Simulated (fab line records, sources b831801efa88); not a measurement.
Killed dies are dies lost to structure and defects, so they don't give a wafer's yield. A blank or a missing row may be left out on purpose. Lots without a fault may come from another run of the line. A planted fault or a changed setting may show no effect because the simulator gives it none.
Tool commonality check | flow sky130 | 11 lots, 33 wafers sampled

WHY IT WAS OPENED
At SKY_SD_N_RS_MEAS_16 the reading SD_N_RS is flagged on 2 of 11 lots. Wafers without a fault read 68.47 ohm/sq, standard deviation 0.1.
Rule: a lot is flagged when every wafer of it that has a number lies more than 4 standard deviations from that mean, or none has a number. The other lots count as sound.

lot  | measured     | on            | SD_N_RS (ohm/sq), wafer by wafer | flag
L779 | day 29 09:13 | film_metro-02 | 68.49 68.28 68.56                |
L781 | day 30 10:16 | film_metro-02 | 68.25 68.43 68.43                |
L782 | day 30 21:52 | film_metro-02 | 68.55 68.41 68.45                |
L786 | day 31 20:08 | film_metro-02 | 68.44 68.46 68.53                |
L787 | day 32 03:36 | film_metro-03 | 68.51 68.40 68.50                |
L789 | day 32 19:44 | film_metro-03 | 68.54 68.58 68.66                |
L792 | day 33 19:59 | film_metro-03 | 68.49 68.38 68.63                |
L793 | day 33 22:04 | film_metro-02 | 66.74 66.78 66.72                | FLAGGED
L794 | day 34 08:49 | film_metro-02 | 66.86 67.05 66.71                | FLAGGED
L796 | day 35 02:59 | film_metro-02 | 68.57 68.50 68.55                |
L798 | day 36 01:08 | film_metro-01 | 68.44 68.54 68.60                |
The numbers of the flagged lots are 66.81 ohm/sq on average: -1.66 ohm/sq against the usual, or -17 standard deviations.

WHICH TOOL RAN EACH LOT
The record holds 4 process steps before the reading, out of a route of 708 steps. In each cell: the tool, then ch and the chambers that the sampled wafers went through, then the start.
lot  | flag    | SKY_LDD_LDN_STRIP_12                 | SKY_RES_XHIGH_STRIP_08               | SKY_SD_N_IMPLANT_09             | SKY_SD_N_STRIP_11
L779 |         | plasma_asher-04 ch 0,1, day 24 08:59 | plasma_asher-02 ch 0,1, day 28 03:51 | implanter-02 ch 0, day 29 08:32 | plasma_asher-03 ch 0,1, day 29 08:50
L781 |         | plasma_asher-02 ch 0,1, day 25 12:01 | plasma_asher-04 ch 0,1, day 29 05:05 | implanter-01 ch 0, day 30 09:35 | plasma_asher-03 ch 0,1, day 30 09:52
L782 |         | plasma_asher-02 ch 0,1, day 25 22:38 | plasma_asher-02 ch 0, day 29 17:23   | implanter-01 ch 0, day 30 21:11 | plasma_asher-04 ch 0,1, day 30 21:29
L786 |         | plasma_asher-04 ch 0,1, day 26 23:13 | plasma_asher-04 ch 0,1, day 30 16:05 | implanter-01 ch 0, day 31 19:28 | plasma_asher-02 ch 0,1, day 31 19:46
L787 |         | plasma_asher-04 ch 1, day 27 06:26   | plasma_asher-01 ch 0,1, day 30 23:38 | implanter-01 ch 0, day 32 02:55 | plasma_asher-03 ch 1, day 32 03:12
L789 |         | plasma_asher-04 ch 1, day 28 02:43   | plasma_asher-02 ch 0,1, day 31 16:35 | implanter-01 ch 0, day 32 19:04 | plasma_asher-02 ch 0,1, day 32 19:22
L792 |         | plasma_asher-02 ch 0, day 29 01:13   | plasma_asher-01 ch 0,1, day 32 16:45 | implanter-01 ch 0, day 33 19:19 | plasma_asher-02 ch 0,1, day 33 19:37
L793 | FLAGGED | plasma_asher-04 ch 0,1, day 29 06:16 | plasma_asher-04 ch 0,1, day 32 18:47 | implanter-01 ch 0, day 33 21:24 | plasma_asher-04 ch 0,1, day 33 21:41
L794 | FLAGGED | plasma_asher-04 ch 0,1, day 29 15:04 | plasma_asher-04 ch 0,1, day 33 05:20 | implanter-01 ch 0, day 34 08:09 | plasma_asher-02 ch 0,1, day 34 08:26
L796 |         | plasma_asher-02 ch 0,1, day 30 12:38 | plasma_asher-02 ch 1, day 34 00:24   | implanter-04 ch 0, day 35 02:18 | plasma_asher-03 ch 0,1, day 35 02:36
L798 |         | plasma_asher-02 ch 0,1, day 31 12:06 | plasma_asher-01 ch 0,1, day 34 21:55 | implanter-04 ch 0, day 36 00:28 | plasma_asher-02 ch 0,1, day 36 00:44
What these steps do:
- SKY_LDD_LDN_STRIP_12: strips in O2/N2.
- SKY_RES_XHIGH_STRIP_08: strips in O2/N2.
- SKY_SD_N_IMPLANT_09
- SKY_SD_N_STRIP_11: strips in O2/N2.
- SKY_SD_N_RS_MEAS_16: measures by four-point-probe.

FLAGGED OVER TOTAL, TOOL BY TOOL (the gauges that took the reading come last)
step                   | tool            | lots run | flagged | share of the flagged lots | sound lots run after its first flagged lot
SKY_LDD_LDN_STRIP_12   | plasma_asher-02 | 5        | 0       | none                      | -
SKY_LDD_LDN_STRIP_12   | plasma_asher-04 | 6        | 2       | all                       | 0
SKY_RES_XHIGH_STRIP_08 | plasma_asher-01 | 3        | 0       | none                      | -
SKY_RES_XHIGH_STRIP_08 | plasma_asher-02 | 4        | 0       | none                      | -
SKY_RES_XHIGH_STRIP_08 | plasma_asher-04 | 4        | 2       | all                       | 0
SKY_SD_N_IMPLANT_09    | implanter-01    | 8        | 2       | all                       | 0
SKY_SD_N_IMPLANT_09    | implanter-02    | 1        | 0       | none                      | -
SKY_SD_N_IMPLANT_09    | implanter-04    | 2        | 0       | none                      | -
SKY_SD_N_STRIP_11      | plasma_asher-02 | 5        | 1       | some                      | 1 (L798)
SKY_SD_N_STRIP_11      | plasma_asher-03 | 4        | 0       | none                      | -
SKY_SD_N_STRIP_11      | plasma_asher-04 | 2        | 1       | some                      | 0
SKY_SD_N_RS_MEAS_16    | film_metro-01   | 1        | 0       | none                      | -
SKY_SD_N_RS_MEAS_16    | film_metro-02   | 7        | 2       | all                       | 1 (L796)
SKY_SD_N_RS_MEAS_16    | film_metro-03   | 3        | 0       | none                      | -

WHAT THE TABLE ALLOWS
4 rows of the table ran every flagged lot: plasma_asher-04 at SKY_LDD_LDN_STRIP_12, plasma_asher-04 at SKY_RES_XHIGH_STRIP_08, implanter-01 at SKY_SD_N_IMPLANT_09, film_metro-02 at SKY_SD_N_RS_MEAS_16.
- plasma_asher-04 at SKY_LDD_LDN_STRIP_12: 2 of its 6 lots flagged. Its last sound lot is L789 (day 28 02:43), its first flagged lot L793 (day 29 06:16): a fault that began between those two fits.
- plasma_asher-04 at SKY_RES_XHIGH_STRIP_08: 2 of its 4 lots flagged. Its last sound lot is L786 (day 30 16:05), its first flagged lot L793 (day 32 18:47): a fault that began between those two fits.
- implanter-01 at SKY_SD_N_IMPLANT_09: 2 of its 8 lots flagged. Its last sound lot is L792 (day 33 19:19), its first flagged lot L793 (day 33 21:24): a fault that began between those two fits. Its own readings lie more than 4 standard deviations out on every wafer of the flagged lots: beam_energy_keV.
- film_metro-02 at SKY_SD_N_RS_MEAS_16: 2 of its 7 lots flagged. Sound lots ran on it after the first flagged one (L796), which a lasting fault on the whole tool wouldn't allow.
Counting lots can't tell these 2 tools apart, because each fits a fault that began at some hour. More lots, or a look at what each step does to the wafer, might.

WHAT THE SIMULATOR HAD PUT IN
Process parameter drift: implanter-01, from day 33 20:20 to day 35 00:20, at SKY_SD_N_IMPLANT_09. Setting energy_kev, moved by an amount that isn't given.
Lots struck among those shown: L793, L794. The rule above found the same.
